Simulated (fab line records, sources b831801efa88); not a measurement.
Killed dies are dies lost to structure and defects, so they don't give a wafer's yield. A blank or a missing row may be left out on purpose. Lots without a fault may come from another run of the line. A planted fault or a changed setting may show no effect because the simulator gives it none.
One fault seen from 2 desks | flow sky130 | each desk has only its own numbers; what lay behind them comes last

THE METROLOGY DESK
What the gauges read, lot by lot, whatever tool the lot ran on: means of the sampled wafers that have a number. A lot is out of limits, marked OUT, if its mean lies more than 4 standard deviations from the usual mean; the brackets give that distance.
Columns: A = cd_nm at SKY_VT_ADJUST_HVTR_CD_MEAS_07, usual 380.4 nm
lot  | first seen here | A
L521 | day 10 11:34    | 383.8
L522 | day 10 18:32    | 378.6
L523 | day 10 21:26    | 377.4
L527 | day 12 14:34    | 382.2
L529 | day 12 17:31    | 375.9
L530 | day 13 05:47    | 379.7
L533 | day 14 08:49    | 380.6
L536 | day 15 00:33    | 380.2
L537 | day 15 11:19    | 379.7
L538 | day 15 23:28    | 381.4
L539 | day 16 06:34    | 381.0
L540 | day 16 10:08    | 384.7
L541 | day 16 13:29    | 380.7
This desk's finding: nothing out of limits on any of the 13 lots.

THE TOOL OWNER'S DESK: litho_track-04
The tool's own readings at SKY_LDD_N_DEVELOP_06 (develop time 60 s): means of the sampled wafers that have a number, for each lot that ran on this tool. A lot is out of limits, marked OUT, if its mean lies more than 4 standard deviations from the usual mean; the brackets give that distance.
Columns: A = developer_temp_C at SKY_LDD_N_DEVELOP_06, usual 23.02 C
lot  | first seen here | A
L522 | day 19 12:53    | 23.01
L529 | day 21 20:07    | 23.91 (+8.9) OUT
L530 | day 22 13:59    | 23.96 (+9.4) OUT
L540 | day 25 18:56    | 23.11
L541 | day 25 23:35    | 23.06
This desk's finding: out of limits on L529, L530; first on L529, day 21 20:07 (developer_temp_C at SKY_LDD_N_DEVELOP_06). In limits: L522, L540, L541.

PUT TOGETHER
The tool owner's desk could have raised an alarm at day 21 20:07, on L529, L530.
The metrology desk saw nothing out of limits.
The metrology desk has L529, L530 on record, within its limits.
Of the lots named, all ran SKY_LDD_N_DEVELOP_06 on litho_track-04.

WHAT THE SIMULATOR HAD PUT IN
Process parameter drift: litho_track-04, from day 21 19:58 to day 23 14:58, at SKY_LDD_N_DEVELOP_06. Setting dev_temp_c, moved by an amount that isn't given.
Lots struck among those shown: L529, L530.
Hours from the fault's start to each desk's first reading out of limits: the tool owner's desk, 0.
